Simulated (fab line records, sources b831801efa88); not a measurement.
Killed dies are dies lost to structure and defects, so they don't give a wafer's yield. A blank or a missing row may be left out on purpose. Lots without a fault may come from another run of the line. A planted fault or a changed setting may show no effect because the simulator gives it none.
Which tool did it? | flow gf180mcu | 6 lots, 18 wafers sampled, at 2 steps of a route of 602

WHAT THE GAUGES READ, wafer by wafer
GF_STI_THK_MEAS_24.
lot  | measured    | on            | STI_CVD_23_THK (nm)
L263 | day 2 10:31 | film_metro-04 | 642 648 639
L265 | day 3 02:39 | film_metro-04 | 645 646 654
L268 | day 3 12:23 | film_metro-03 | 644 636 638
L279 | day 6 03:01 | film_metro-03 | 424 653 421 424 654 421
L282 | day 6 19:31 | film_metro-03 | 645 634 640
L285 | day 7 13:26 | film_metro-03 | 641 642 645

WHICH TOOL RAN EACH LOT (tool, then ch and the chambers of the sampled wafers, then the start)
lot  | GF_STI_CVD_23
L263 | hdpcvd-02 ch 0,1,2, day 2 10:26
L265 | hdpcvd-02 ch 0,2, day 3 02:34
L268 | hdpcvd-01 ch 0,2, day 3 12:18
L279 | hdpcvd-02 ch 0,1,2, day 6 02:55
L282 | hdpcvd-01 ch 0,1, day 6 19:26
L285 | hdpcvd-01 ch 0,1,2, day 7 13:22
- GF_STI_CVD_23: deposits SiO2, target thk 650 nm, time 108.3 s.

THE ANSWER, worked out from the rows above alone
Rule: what is usual is taken from the lots themselves. Put in order of their means at a reading, lots are off if they are a third of the lots or fewer, leave a main group of 4 or more, and stand apart from it by a gap of 3 or more times the standard deviation of the main group's means; of several such gaps the widest counts. A main group whose means are all the same, to the digits that the tables above print for the reading, isn't used. A lot without any number at a reading at which 4 lots or more have one is off too. The other lots that the step has rows for count as sound.
Off: L279, at GF_STI_THK_MEAS_24 (STI_CVD_23_THK). The main group: mean 643 nm, standard deviation 3.2.
A tool fits if, at a process step before that reading, it ran every lot that is off, and no sound lot after the first of them. The gauges at GF_STI_THK_MEAS_24 are tried like those tools. One fits: hdpcvd-02 at GF_STI_CVD_23. Its last sound lot is L265 (day 3 02:34), its first lot that is off L279 (day 6 02:55): a fault that began between those two fits.

WHAT THE SIMULATOR HAD PUT IN
Process parameter drift: hdpcvd-02, from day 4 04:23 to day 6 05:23, at GF_STI_CVD_23. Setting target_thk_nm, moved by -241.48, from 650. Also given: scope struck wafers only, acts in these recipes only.
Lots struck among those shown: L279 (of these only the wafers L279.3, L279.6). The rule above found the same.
